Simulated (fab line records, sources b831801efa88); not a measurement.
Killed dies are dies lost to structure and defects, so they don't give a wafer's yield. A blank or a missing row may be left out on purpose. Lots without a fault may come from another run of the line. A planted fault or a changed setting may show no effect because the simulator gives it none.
Which tool did it? | flow sky130 | 11 lots, 31 wafers sampled, at 6 steps of a route of 708

WHAT THE GAUGES READ, wafer by wafer
SKY_FIELD_ISO_THK_MEAS_02.
lot  | measured    | on            | FIELD_ISO_OXIDATION_00_THK (nm)
L948 | day 2 02:59 | film_metro-04 | 12.49 12.39 12.61
L950 | day 2 13:38 | film_metro-03 | 11.91 11.74 11.89
L951 | day 2 17:57 | film_metro-01 | 12.23 12.21 12.19
L952 | day 2 22:53 | film_metro-03 | 12.49 12.26 12.26
L956 | day 3 19:37 | film_metro-03 | 11.99 11.83 11.96
L962 | day 5 00:38 | film_metro-04 | 12.16 12.32
L964 | day 5 12:34 | film_metro-01 | 12.03 12.00
L965 | day 5 16:33 | film_metro-04 | 12.10 11.96 12.13
L966 | day 5 22:41 | film_metro-01 | 12.13 12.27 12.10
L967 | day 6 03:05 | film_metro-01 | 12.31 12.16 12.08
L968 | day 6 06:38 | film_metro-01 | 12.37 12.51 12.50

SKY_NWELL_RS_MEAS_29: measures by four-point-probe.
lot  | measured     | on            | NWELL_RS (ohm/sq)
L948 | day 5 23:10  | film_metro-02 | 623.8 622.4 623.8
L950 | day 6 12:38  | film_metro-02 | 624.3 624.5 624.5
L951 | day 6 21:31  | film_metro-01 | 627.6 627.6 626.1
L952 | day 7 01:27  | film_metro-02 | 621.8 622.5 622.3
L956 | day 8 03:05  | film_metro-01 | 627.5 628.6 625.2
L962 | day 9 18:22  | film_metro-01 | 628.7 630.5
L964 | day 10 04:52 | film_metro-02 | 624.0 623.3
L965 | day 10 08:22 | film_metro-02 | 625.3 625.4 626.7
L966 | day 10 13:38 | film_metro-02 | 626.3 625.4 627.0
L967 | day 10 22:03 | film_metro-02 | 625.7 624.3 624.2
L968 | day 11 03:01 | film_metro-04 | 625.3 625.4 626.5

SKY_LOCAL_INTERCONNECT_RS_MEAS_01: measures by four-point-probe.
lot  | measured     | on            | LOCAL_INTERCONNECT_TIN_RS (ohm/sq)
L948 | day 29 19:53 | film_metro-02 | 14.30 14.00 14.22
L950 | day 30 22:37 | film_metro-02 | 13.81 13.99 14.13
L951 | day 31 09:06 | film_metro-03 | 14.29 14.35 14.36
L952 | day 31 16:14 | film_metro-03 | 14.15 14.22 14.08
L956 | day 33 00:31 | film_metro-03 | 13.91 13.90 13.84
L962 | day 35 02:05 | film_metro-01 | 7.18 14.23
L964 | day 35 16:40 | film_metro-01 | 7.15 14.19
L965 | day 35 13:41 | film_metro-03 | 13.98 14.00 13.96
L966 | day 35 18:50 | film_metro-01 | 14.17 13.99 14.11
L967 | day 36 07:49 | film_metro-02 | 14.12 14.35 14.20
L968 | day 36 10:51 | film_metro-02 | 14.35 14.12 14.23

SKY_LOCAL_INTERCONNECT_THK_MEAS_02: measures by xrf.
lot  | measured     | on            | LOCAL_INTERCONNECT_TIN_THK (nm)
L948 | day 29 20:01 | film_metro-02 | 97.5 99.5 98.0
L950 | day 30 22:43 | film_metro-02 | 100.8 99.6 98.1
L951 | day 31 09:13 | film_metro-03 | 97.7 97.5 97.3
L952 | day 31 16:20 | film_metro-03 | 98.4 97.9 98.8
L956 | day 33 00:37 | film_metro-03 | 99.8 99.8 100.0
L962 | day 35 02:13 | film_metro-01 | 190.1 99.2
L964 | day 35 16:44 | film_metro-01 | 190.1 98.3
L965 | day 35 13:48 | film_metro-03 | 99.4 99.1 100.0
L966 | day 35 18:57 | film_metro-01 | 99.2 100.0 99.2
L967 | day 36 07:56 | film_metro-02 | 99.0 97.5 98.8
L968 | day 36 10:58 | film_metro-02 | 97.1 99.2 98.1

WHICH TOOL RAN EACH LOT (tool, then ch and the chambers of the sampled wafers, then the start)
lot  | SKY_NWELL_RTA_28                 | SKY_LOCAL_INTERCONNECT_SPUTTER_00
L948 | rtp_anneal-01 ch 0, day 5 23:04  | pvd_sputter-02, day 29 19:50
L950 | rtp_anneal-02 ch 0, day 6 12:31  | pvd_sputter-02, day 30 22:32
L951 | rtp_anneal-01 ch 0, day 6 21:25  | pvd_sputter-02, day 31 09:02
L952 | rtp_anneal-02 ch 0, day 7 01:20  | pvd_sputter-02, day 31 16:08
L956 | rtp_anneal-02 ch 0, day 8 02:58  | pvd_sputter-02, day 33 00:26
L962 | rtp_anneal-02 ch 0, day 9 18:16  | pvd_sputter-02, day 35 02:02
L964 | rtp_anneal-02 ch 0, day 10 04:46 | pvd_sputter-02, day 35 16:33
L965 | rtp_anneal-01 ch 0, day 10 08:16 | pvd_sputter-03, day 35 13:37
L966 | rtp_anneal-01 ch 0, day 10 13:32 | pvd_sputter-03, day 35 18:46
L967 | rtp_anneal-01 ch 0, day 10 21:57 | pvd_sputter-04, day 36 07:45
L968 | rtp_anneal-02 ch 0, day 11 02:55 | pvd_sputter-04, day 36 10:47
- SKY_NWELL_RTA_28: time 30 s.
- SKY_LOCAL_INTERCONNECT_SPUTTER_00: material TiN, target thk 100 nm, time 83.3 s.

WHAT THE TOOLS THEMSELVES READ (means of the sampled wafers that have a number; where no wafer has one, the mark that the record gives instead)
SKY_NWELL_RTA_28.
lot  | tool          | lamp_power_pct (%) | wafer_temp_C_max
L948 | rtp_anneal-01 | 25.33              | 1054.5
L950 | rtp_anneal-02 | 25.31              | 1054.4
L951 | rtp_anneal-01 | 25.28              | 1054.3
L952 | rtp_anneal-02 | 25.30              | 1055.0
L956 | rtp_anneal-02 | 25.29              | 1054.0
L962 | rtp_anneal-02 | 25.34              | 1054.0
L964 | rtp_anneal-02 | 25.31              | 1054.8
L965 | rtp_anneal-01 | 25.28              | 1054.7
L966 | rtp_anneal-01 | 25.33              | 1056.3
L967 | rtp_anneal-01 | 25.35              | 1055.4
L968 | rtp_anneal-02 | 25.32              | 1055.2

SKY_LOCAL_INTERCONNECT_SPUTTER_00.
lot  | tool           | chamber_pressure_pa (Pa) | throttle_valve_pct (%)
L948 | pvd_sputter-02 | 0.3994                   | 30.6
L950 | pvd_sputter-02 | 0.3996                   | 29.8
L951 | pvd_sputter-02 | 0.4000                   | 31.1
L952 | pvd_sputter-02 | 0.4001                   | 31.4
L956 | pvd_sputter-02 | 0.3998                   | 30.5
L962 | pvd_sputter-02 | 0.3999                   | 30.5
L964 | pvd_sputter-02 | 0.4002                   | 31.0
L965 | pvd_sputter-03 | 0.3990                   | 30.3
L966 | pvd_sputter-03 | 0.4001                   | 30.2
L967 | pvd_sputter-04 | 0.3991                   | 30.2
L968 | pvd_sputter-04 | 0.3995                   | 30.5

THE ANSWER, worked out from the rows above alone
Rule: what is usual is taken from the lots themselves. Put in order of their means at a reading, lots are off if they are a third of the lots or fewer, leave a main group of 4 or more, and stand apart from it by a gap of 3 or more times the standard deviation of the main group's means; of several such gaps the widest counts. A main group whose means are all the same, to the digits that the tables above print for the reading, isn't used. A lot without any number at a reading at which 4 lots or more have one is off too. The other lots that the step has rows for count as sound. The gauges are gone through in route order, then the tools' own readings, and for those a lot's mean is taken as printed above. The first step at which some lot is off is used, and at that step the reading that is off furthest; a lot without a number counts as furthest.
Off: L962, L964, at SKY_LOCAL_INTERCONNECT_RS_MEAS_01 (LOCAL_INTERCONNECT_TIN_RS). The main group: mean 14.12 ohm/sq, standard deviation 0.14.
A tool fits if, at a process step before that reading, it ran every lot that is off, and no sound lot after the first of them. The gauges at SKY_LOCAL_INTERCONNECT_RS_MEAS_01 are tried like those tools. One fits: pvd_sputter-02 at SKY_LOCAL_INTERCONNECT_SPUTTER_00. Its last sound lot is L956 (day 33 00:26), its first lot that is off L962 (day 35 02:02): a fault that began between those two fits.

WHAT THE SIMULATOR HAD PUT IN
Process parameter drift: pvd_sputter-02, from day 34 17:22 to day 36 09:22, at SKY_LOCAL_INTERCONNECT_SPUTTER_00. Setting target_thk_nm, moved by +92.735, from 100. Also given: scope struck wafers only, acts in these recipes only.
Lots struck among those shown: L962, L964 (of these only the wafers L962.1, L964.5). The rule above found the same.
